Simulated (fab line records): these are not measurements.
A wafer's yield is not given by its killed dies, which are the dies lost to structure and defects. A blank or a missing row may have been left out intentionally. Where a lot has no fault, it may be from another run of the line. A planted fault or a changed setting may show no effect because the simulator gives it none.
A lot that was struck, set against a sound lot || flow sky130 || 15 out of 708 route steps
Sound: the wafers L680.1, L680.2, L680.4. Struck: wafer L694.6 (L694.1, L694.3, from the same lot, were not struck and are left out); the cause is given at the end.
Per side, at each step with rows, come the tool, then ch with its chambers, and then its first start. Under that, the readings that differ: sound wafers || struck wafers || difference of the means || sigmas: that difference in standard deviations of wafers without a fault.
alike: readings with means less than 2 such deviations apart, plus words and numbers identical on both sides. not compared: withheld readings, readings lacking a value on some wafer, bounds such as >300 that could conceal the same value, and numbers that have no deviation in the record and whose values overlap.
The two part at a step that has a row with sigmas, a row that says differs or no value, or rows on one side only. Non-overlapping numbers with no deviation appear without sigmas and do not part them. A reading that every wafer of one side lacks parts them only if that side has two wafers or more.

first, 9 steps without rows for these wafers: SKY_CAPM_CLEAN_17 (cleans in O3/DIW); SKY_METAL3_DEHYDRATE_05 (time 60 s); SKY_METAL3_HMDS_06 (prime time 60 s); SKY_METAL3_COAT_07 (resist thk 60 nm); SKY_METAL3_COAT_08 (resist thk 1140 nm); SKY_METAL3_SOFTBAKE_09 (time 90 s); SKY_METAL3_EXPOSE_10 (exposes mask MM3, target cd 300 nm); SKY_METAL3_PEB_11; SKY_METAL3_DEVELOP_12 (develop time 60 s).
SKY_METAL3_CD_MEAS_13: target cd 300 nm.
  sound: cd_sem-02 at day 38 19:49; struck: cd_sem-01 at day 43 03:55
  alike: cd_nm
SKY_METAL3_OVL_MEAS_14:
  sound: overlay-01 at day 38 19:56; struck: overlay-01 at day 43 04:02
  alike: METAL3_OVL
SKY_METAL3_DESCUM_15: chemistry O2, time 8 s.
  sound on rie_metal-01 ch 0, day 38 19:58; struck on rie_metal-01 ch 0, day 43 04:04
  alike: drypump_motor_current_A, oes_product_au
  not compared: rf_hours_counter_h
SKY_METAL3_ETCH_16: etches BARC in N2/H2, stops on SiO2, time 88.2 s, target depth 60 nm.
  sound on rie_metal-01 ch 0, day 38 20:02; struck on rie_metal-01 ch 0, day 43 04:07
{"reading": "oes_product_au (a.u.)", "sound": "0.629 0.618 0.623", "struck": 0.644, "difference": "+0.021", "sigmas": "+4"}
{"reading": "run_length_s (s)", "sound": "116.17 116.32 115.98", "struck": 112.26, "difference": -3.90, "sigmas": -13}
  alike: drypump_motor_current_A, throttle_valve_pct
  not compared: rf_hours_counter_h
SKY_METAL3_ETCH_17: etches SiO2 in C4F8/O2/Ar, stops on TiN, time 3.9 s, target depth 15 nm.
  sound on rie_diel-01 ch 0,2,3, day 38 20:14; struck on rie_diel-04 ch 0, day 43 04:12
  alike: oes_product_au
  not compared: rf_hours_counter_h
-- the record jumps here: 6 days lie between the struck wafers' starts before and after (it left off in module METAL3 and takes up again in module PAD_OPEN, whose first step shown is number 708 of the route) --
SKY_PAD_OPEN_PROBE_99:
  rows exist in the record for the struck wafers here (prober-01, day 49 12:13), but not for the sound ones

== WHERE THEY PART ==
At SKY_METAL3_ETCH_16 first; at SKY_PAD_OPEN_PROBE_99 last (within this record only).

WHY: what had been put in by the simulator
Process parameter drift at SKY_METAL3_ETCH_16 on rie_metal-01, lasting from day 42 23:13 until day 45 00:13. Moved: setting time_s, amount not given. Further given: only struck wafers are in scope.
